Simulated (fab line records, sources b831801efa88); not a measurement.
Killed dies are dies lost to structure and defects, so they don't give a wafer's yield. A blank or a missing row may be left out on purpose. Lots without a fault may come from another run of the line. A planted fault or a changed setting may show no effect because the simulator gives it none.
A struck lot beside a sound one | flow gf180mcu | 15 steps out of a route of 602
Sound: wafers L989.1, L989.3, L989.6. Struck: wafer L103.5. (L103.3, L103.6 of the same lot were not struck and are left out.) The cause comes at the end.
At each step with rows: each side's tool, then ch and its chambers, then its first start. Under that, the readings that differ: sound wafers | struck wafers | difference of the means | sigmas: that difference in standard deviations of wafers without a fault.
alike: readings whose means differ by less than 2 such deviations, and words and numbers that are the same on both sides. not compared: withheld readings, readings that some wafer has no value for, bounds like >300 that may hide the same value, and numbers for which the record gives no deviation and whose values overlap.
The two part at a step that has a row with sigmas, a row that says differs or no value, or rows on one side only. Numbers that don't overlap but have no deviation are shown without sigmas and don't part them. A reading that every wafer of one side lacks parts them only if that side has two wafers or more.

GF_STI_ETCH_13: etches the open film in CHF3/O2, stops on Si, target depth 282.31 nm, time 112.9 s.
  sound on rie_diel-02 ch 1,3, day 2 02:35; struck on rie_diel-01 ch 1, day 5 00:05
  alike: drypump_motor_current_A, oes_product_au, throttle_valve_pct
  not compared: rf_hours_counter_h
GF_STI_ETCH_14: etches Si in HBr/Cl2/O2, target depth 360 nm, time 102.9 s.
  sound on rie_si-01 ch 0,1, day 2 02:40; struck on rie_si-02 ch 1, day 5 00:10
  reading                     | sound                | struck | difference | sigmas
  drypump_motor_current_A (A) | 5.91 5.87 5.87       | 5.43   | -0.45      | -2
  throttle_valve_pct (%)      | 25.649 25.672 25.670 | 25.641 | -0.023     | -2
  alike: oes_product_au
  not compared: rf_hours_counter_h
GF_STI_STRIP_15: strips in O2/N2.
  sound on plasma_asher-01 ch 0,1, day 2 02:44; struck on plasma_asher-04 ch 1, day 5 00:16
  reading                     | sound       | struck | difference | sigmas
  drypump_motor_current_A (A) | 5.5 5.3 5.5 | 6.3    | +0.9       | +2
  alike: heater_power_w, oes_product_au, strip_time_to_endpoint_s
  not compared: rf_hours_counter_h
then, 6 steps without rows for these wafers: GF_STI_CLEAN_16 (cleans in dHF, time 25 s); GF_STI_WET_ETCH_17 (etches Si3N4 in H3PO4, target depth 45 nm, time 514 s); GF_STI_CLEAN_18 (cleans in SC1/SC2, time 150 s); GF_STI_CLEAN_19 (cleans in dHF, time 20 s); GF_STI_WET_ETCH_20 (etches SiO2 in dHF, target depth 20 nm, time 400 s); GF_STI_OXIDATION_21 (stabilise 600 s, purge 300 s, target thk 15 nm).
GF_STI_THK_MEAS_22:
  sound on film_metro-02, day 2 04:20; struck on film_metro-04, day 5 01:50
  reading                   | sound          | struck | difference | sigmas
  STI_OXIDATION_01_THK (nm) | 15.8 15.7 15.5 | 14.5   | -1.2       | -4
then, 1 step without rows for these wafers: GF_STI_CVD_23 (deposits SiO2, target thk 650 nm, time 108.3 s).
GF_STI_THK_MEAS_24:
  sound on film_metro-03, day 2 04:28; struck on film_metro-03, day 5 01:58
  alike: STI_CVD_23_THK
GF_STI_CMP_25: polishes, stops on Si3N4, t overpolish 33 s, target thk 524.6 nm.
  sound on cmp-01 ch 1,2,3, day 2 04:38; struck on cmp-01 ch 2, day 5 02:07
  reading              | sound                | struck | difference | sigmas
  overpolish_run_s (s) | 33.008 32.993 32.989 | 38.541 | +5.544     | +99 or more
  t_overpolish_s (s)   | 33 33 33             | 38.528 | +5.528     |
  alike: motor_current_A, time_to_endpoint_s
then, 1 step without rows for these wafers: GF_STI_WET_ETCH_26 (etches SiO2 in dHF, target depth 94 nm, time 188 s).
GF_PASSIVATION_PROBE_99:
  the record has rows for the sound wafers here (prober-01, day 28 21:32) and none for the struck ones

WHERE THEY PART
First at GF_STI_ETCH_14; last, within this record, at GF_PASSIVATION_PROBE_99.

WHY: what the simulator had put in
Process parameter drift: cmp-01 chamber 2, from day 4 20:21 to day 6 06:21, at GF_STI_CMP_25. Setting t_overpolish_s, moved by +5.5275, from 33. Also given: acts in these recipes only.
